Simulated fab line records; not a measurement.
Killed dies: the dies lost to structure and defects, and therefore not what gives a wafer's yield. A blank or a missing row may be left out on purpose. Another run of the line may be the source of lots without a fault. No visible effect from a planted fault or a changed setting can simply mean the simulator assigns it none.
Chamber matching	flow gf180mcu	4 sister chambers for GF_CONTACT_CMP_27 on cmp-02
The step polishes, stops on SiO2, t overpolish 15 s, target thk 0 nm. 16 wafers are shown with their chamber, then 8 later ones without.

== WAFERS, EACH WITH ITS CHAMBER ==
wafer	chamber	motor current A (A)	time to endpoint s (s)	overpolish run s (s)
L637.3	3	12.7	66	15.011
L637.5	0	10.8	76	15.001
L637.6	3	12.6	66	15.008
L638.3	1	11.0	76	14.993
L638.5	2	11.1	66	15.008
L638.6	3	12.8	70	15.005
L641.2	0	11.4	77	15.014
L641.4	2	10.5	66	14.996
L641.6	3	12.4	66	14.995
L644.1	1	10.9	69	15.001
L644.2	0	10.8	70	14.997
L644.6	1	11.1	67	14.994
L646.2	3	12.7	65	14.998
L646.5	0	10.7	70	15.018
L646.6	1	10.6	74	15.015
L653.2	1	10.1	71	14.990

SIGNATURES, as means of the wafers listed above
reading	chamber 0	chamber 1	chamber 2	chamber 3	scatter within a chamber
motor current A	10.925	10.740	10.800	12.640	0.32
time to endpoint s	73.25	71.40	66.00	66.60	3.04
overpolish run s	15.00750	14.99860	15.00200	15.00340	0.00894
Rule: for a wafer and a chamber, the distance is found by dividing, reading by reading, the gap between the wafer's reading and the chamber's mean by the reading's scatter, squaring, summing and taking the root. If the next closest chamber is less than 2 further off than the closest, the wafer can't be placed; otherwise it belongs to the closest. The scatter: take each reading less its chamber's mean, square it, sum over the shown wafers, divide by the number of wafers less the number of chambers, and take the root.

== WAFERS MISSING THEIR CHAMBER ==
wafer	motor current A (A)	time to endpoint s (s)	overpolish run s (s)
L653.3	13.0	67	15.005
L653.5	11.0	74	14.988
L654.1	12.3	68	15.016
L654.3	11.1	73	15.002
L654.5	11.2	64	14.998
L657.1	11.3	76	14.998
L657.4	13.7	67	15.002
L657.6	12.9	69	15.007

== WHICH CHAMBER EACH ONE RAN IN ==
wafer	from the rows above	in truth
L653.3	3	3
L653.5	can't be placed: 1 or 0 or 2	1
L654.1	3	3
L654.3	can't be placed: 0 or 1 or 2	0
L654.5	can't be placed: 2 or 1 or 0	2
L657.1	can't be placed: 0 or 1 or 2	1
L657.4	3	3
L657.6	3	3
Correctly placed: 4 of 8. Cannot be placed on the basis of these rows: 4; the candidates contain the true chamber in 4. 0 placed wrongly.
